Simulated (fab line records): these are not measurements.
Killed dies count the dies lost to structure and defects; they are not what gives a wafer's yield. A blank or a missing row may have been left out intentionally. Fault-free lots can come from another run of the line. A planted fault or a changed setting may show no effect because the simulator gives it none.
Which tool is to blame? ; flow gf180mcu ; 18 wafers from 6 lots sampled at 3 of the route's 602 steps

== WHAT EACH GAUGE READ, for each wafer ==
GF_PSD_RS_MEAS_14: measurement is done with a four-point probe.
lot;measured;on;NSD_RS (ohm/sq)
L500;day 14 16:14;film-metro-03;45.95 46.13 46.03
L502;day 15 21:45;film-metro-03;46.13 46.11 46.03
L506;day 16 23:39;film-metro-01;46.11 46.15 46.00
L512;day 19 08:42;film-metro-03;40.82 40.84 40.78
L516;day 20 15:15;film-metro-04;40.67 40.64 40.65
L521;day 22 08:28;film-metro-01;40.80 40.79 40.86

== WHAT TOOL EACH LOT RAN ON (gives the tool, then ch and the chambers of the sampled wafers, and finally the start) ==
lot;GF_NSD_IMPLANT_10;GF_NSD_STRIP_11
L500;implanter-02 ch 0, day 13 18:57;plasma-asher-01 ch 0,1, day 13 19:05
L502;implanter-02 ch 0, day 14 23:35;plasma-asher-02 ch 0,1, day 14 23:44
L506;implanter-04 ch 0, day 16 00:37;plasma-asher-01 ch 1, day 16 00:46
L512;implanter-04 ch 0, day 18 08:07;plasma-asher-02 ch 0,1, day 18 08:38
L516;implanter-04 ch 0, day 19 14:24;plasma-asher-01 ch 1, day 19 14:50
L521;implanter-02 ch 0, day 21 08:03;plasma-asher-02 ch 0,1, day 21 08:29
- GF_NSD_IMPLANT_10
- GF_NSD_STRIP_11: strips in O2/N2.

== THE ANSWER, worked out from the rows above alone ==
Rule: the lots themselves supply what counts as usual. The widest of any qualifying gaps counts: lots, ordered by their means at a reading, are off when they make up no more than a third of the lots, leave a main group of 4 or more, and stand apart from it by 3 or more times the standard deviation of that group's means. Not used: any main group whose means are identical at the precision the tables above print for the reading. Also off: a lot with no number at a reading for which 4 or more lots have one. The other lots that the step has rows for count as sound.
No lot is off at any reading shown: from this, nothing can be told.

== WHAT THE SIMULATOR HAD INSERTED ==
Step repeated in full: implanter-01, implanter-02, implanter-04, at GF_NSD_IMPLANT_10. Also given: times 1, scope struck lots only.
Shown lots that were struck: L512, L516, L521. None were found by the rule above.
